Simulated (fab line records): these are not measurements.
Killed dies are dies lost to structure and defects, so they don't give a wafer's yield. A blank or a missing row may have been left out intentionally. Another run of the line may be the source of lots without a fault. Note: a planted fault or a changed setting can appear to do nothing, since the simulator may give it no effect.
Which tool is to blame? + flow gf180mcu + 12 lots, 36 wafers sampled, at 5 steps of a route of 602

WHAT EACH GAUGE READ, for each wafer
GF_V4_OVL_MEAS_15.
| lot  | measured     | on         | V4_OVL (nm) |
|------|--------------|------------|-------------|
| L075 | day 25 01:37 | overlay-02 | 0 2 3       |
| L077 | day 25 18:26 | overlay-02 | 0 -4 -4     |
| L079 | day 26 01:24 | overlay-01 | -11 -4 -2   |
| L081 | day 26 19:35 | overlay-02 | 3 8 5       |
| L083 | day 27 23:05 | overlay-02 | -2 -5 -1    |
| L085 | day 28 05:14 | overlay-02 | -3 -6 -8    |
| L087 | day 28 22:53 | overlay-02 | 8 4 2       |
| L089 | day 29 06:39 | overlay-02 | 2 2 -6      |
| L091 | day 29 21:43 | overlay-02 | -11 -14 -9  |
| L093 | day 30 13:41 | overlay-01 | 8 0 4       |
| L095 | day 30 23:47 | overlay-02 | 2 -2 2      |
| L097 | day 31 09:16 | overlay-01 | -4 -11 -3   |

WHICH TOOL RAN EACH LOT (tool, then ch and the chambers of the sampled wafers, then the start)
| lot  | GF_V3_SPUTTER_22             | GF_V3_CVD_23                  | GF_M4_SPUTTER_03             | GF_M4_SPUTTER_04             |
|------|------------------------------|-------------------------------|------------------------------|------------------------------|
| L075 | pvd sputter-04, day 23 02:42 | cvd w-01 ch 0,1, day 23 02:44 | pvd sputter-03, day 23 03:29 | pvd sputter-03, day 23 03:31 |
| L077 | pvd sputter-02, day 23 20:40 | cvd w-02 ch 0,1, day 23 20:41 | pvd sputter-03, day 23 21:27 | pvd sputter-03, day 23 21:28 |
| L079 | pvd sputter-04, day 24 04:09 | cvd w-01 ch 0,1, day 24 04:13 | pvd sputter-01, day 24 04:56 | pvd sputter-01, day 24 04:58 |
| L081 | pvd sputter-03, day 24 23:16 | cvd w-01 ch 0,1, day 24 23:19 | pvd sputter-04, day 25 00:04 | pvd sputter-04, day 25 00:05 |
| L083 | pvd sputter-04, day 26 04:56 | cvd w-02 ch 0,1, day 26 04:59 | pvd sputter-01, day 26 05:44 | pvd sputter-01, day 26 05:45 |
| L085 | pvd sputter-03, day 26 10:34 | cvd w-01 ch 1, day 26 10:35   | pvd sputter-01, day 26 11:21 | pvd sputter-01, day 26 11:22 |
| L087 | pvd sputter-02, day 27 03:57 | cvd w-01 ch 0,1, day 27 03:59 | pvd sputter-04, day 27 04:44 | pvd sputter-04, day 27 04:46 |
| L089 | pvd sputter-03, day 27 12:02 | cvd w-01 ch 0,1, day 27 12:05 | pvd sputter-04, day 27 12:50 | pvd sputter-04, day 27 12:51 |
| L091 | pvd sputter-03, day 28 03:53 | cvd w-01 ch 0,1, day 28 03:56 | pvd sputter-03, day 28 04:41 | pvd sputter-03, day 28 04:42 |
| L093 | pvd sputter-03, day 28 21:46 | cvd w-01 ch 0,1, day 28 21:49 | pvd sputter-04, day 28 22:34 | pvd sputter-04, day 28 22:35 |
| L095 | pvd sputter-02, day 29 08:18 | cvd w-01 ch 0,1, day 29 08:20 | pvd sputter-01, day 29 09:14 | pvd sputter-01, day 29 09:15 |
| L097 | pvd sputter-03, day 29 18:50 | cvd w-01 ch 0,1, day 29 18:52 | pvd sputter-01, day 29 19:37 | pvd sputter-01, day 29 19:38 |
- GF_V3_SPUTTER_22: material TiN, target thk 10 nm, time 40 s.
- GF_V3_CVD_23: deposits W, target thk 350 nm, time 104.9 s.
- GF_M4_SPUTTER_03: material Ti, target thk 10 nm, time 6.7 s.
- GF_M4_SPUTTER_04: material TiN, target thk 50 nm, time 41.7 s.

THE ANSWER, worked out from the rows above alone
Rule: the lots themselves supply what counts as usual. The widest of any qualifying gaps counts: lots, ordered by their means at a reading, are off when they make up no more than a third of the lots, leave a main group of 4 or more, and stand apart from it by 3 or more times the standard deviation of that group's means. A main group is skipped when, at the precision printed for the reading in the tables above, its means are all equal. A lot without any number at a reading at which 4 lots or more have one is off too. All remaining lots with rows at the step are treated as sound.
Across all readings shown, no lot is off: no conclusion can be drawn from this.

WHAT THE SIMULATOR PUT IN
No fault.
